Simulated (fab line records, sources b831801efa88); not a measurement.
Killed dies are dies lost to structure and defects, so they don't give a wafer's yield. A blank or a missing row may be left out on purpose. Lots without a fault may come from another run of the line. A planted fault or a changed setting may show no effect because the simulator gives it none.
Chamber matching | flow gf180mcu | GF_STI_CMP_25 on cmp-02: 4 sister chambers
The step polishes, stops on Si3N4, t overpolish 31.66 s, target thk 524.6 nm. 20 wafers are shown with their chamber, then 9 later ones without.

WAFERS WITH THEIR CHAMBER
wafer  | chamber | motor_current_A (A) | retaining_ring_pressure_frac | time_to_endpoint_s (s)
L270.3 | 2       | 12.8                | 1.009                        | 123.6
L270.4 | 1       | 13.7                | 1.000                        | 124.6
L270.5 | 2       | 13.6                | 1.010                        | 126.1
L272.2 | 1       | 12.9                | 0.997                        | 122.3
L272.3 | 3       | 11.8                | 1.001                        | 119.7
L272.6 | 3       | 12.4                | 0.997                        | 120.8
L273.2 | 3       | 13.3                | 0.998                        | 120.2
L273.3 | 0       | 12.0                | 0.992                        | 123.2
L273.6 | 1       | 13.1                | 1.004                        | 121.2
L274.1 | 3       | 12.1                | 0.995                        | 121.5
L274.2 | 2       | 13.1                | 1.008                        | 127.3
L274.5 | 0       | 12.2                | 1.001                        | 122.5
L275.3 | 0       | 12.4                | 1.001                        | 124.2
L275.4 | 1       | 14.1                | 0.998                        | 125.3
L275.5 | 0       | 12.6                | 0.995                        | 119.4
L276.2 | 2       | 12.9                | 1.004                        | 121.4
L276.3 | 0       | 12.2                | 1.006                        | 115.0
L276.4 | 3       | 12.7                | 1.002                        | 120.2
L279.1 | 2       | 13.3                | 1.006                        | 120.8
L279.2 | 3       | 12.6                | 1.000                        | 123.6

SIGNATURES (means of the wafers above)
reading                      | chamber 0 | chamber 1 | chamber 2 | chamber 3 | scatter within a chamber
motor_current_A              | 12.280    | 13.450    | 13.140    | 12.483    | 0.424
retaining_ring_pressure_frac | 0.99900   | 0.99975   | 1.00740   | 0.99883   | 0.00361
time_to_endpoint_s           | 120.860   | 123.350   | 123.840   | 121.000   | 2.61
Rule: a wafer's distance from a chamber is the root of the sum, over the readings, of the square of ((its reading less the chamber's mean) divided by the reading's scatter). The wafer belongs to the nearest chamber; if the next one is less than 2 further off, it can't be placed. The scatter: the root of (the sum of the squares of (reading less its chamber's mean) over the shown wafers, divided by (wafers less chambers)).

WAFERS WITHOUT THEIR CHAMBER
wafer  | motor_current_A (A) | retaining_ring_pressure_frac | time_to_endpoint_s (s)
L279.6 | 13.1                | 0.991                        | 122.5
L282.1 | 12.8                | 0.998                        | 120.3
L282.2 | 13.0                | 1.003                        | 125.1
L282.5 | 13.4                | 1.003                        | 124.5
L284.2 | 13.6                | 0.996                        | 122.5
L284.6 | 13.0                | 0.994                        | 123.5
L286.1 | 12.5                | 1.003                        | 115.5
L286.3 | 13.4                | 0.997                        | 113.7
L286.4 | 11.9                | 1.002                        | 121.2

WHICH CHAMBER EACH WENT THROUGH
wafer  | from the rows above               | in truth
L279.6 | can't be placed: 1 or 3 or 0 or 2 | 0
L282.1 | can't be placed: 3 or 0 or 1      | 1
L282.2 | can't be placed: 2 or 1 or 3 or 0 | 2
L282.5 | can't be placed: 1 or 2 or 3      | 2
L284.2 | can't be placed: 1 or 3           | 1
L284.6 | can't be placed: 1 or 3 or 0 or 2 | 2
L286.1 | can't be placed: 0 or 3 or 2 or 1 | 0
L286.3 | can't be placed: 3 or 1 or 0 or 2 | 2
L286.4 | can't be placed: 0 or 3           | 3
Placed correctly: 0 of 9. Can't be placed from these rows: 9 (the true chamber is among the candidates in 9). Placed wrongly: 0.
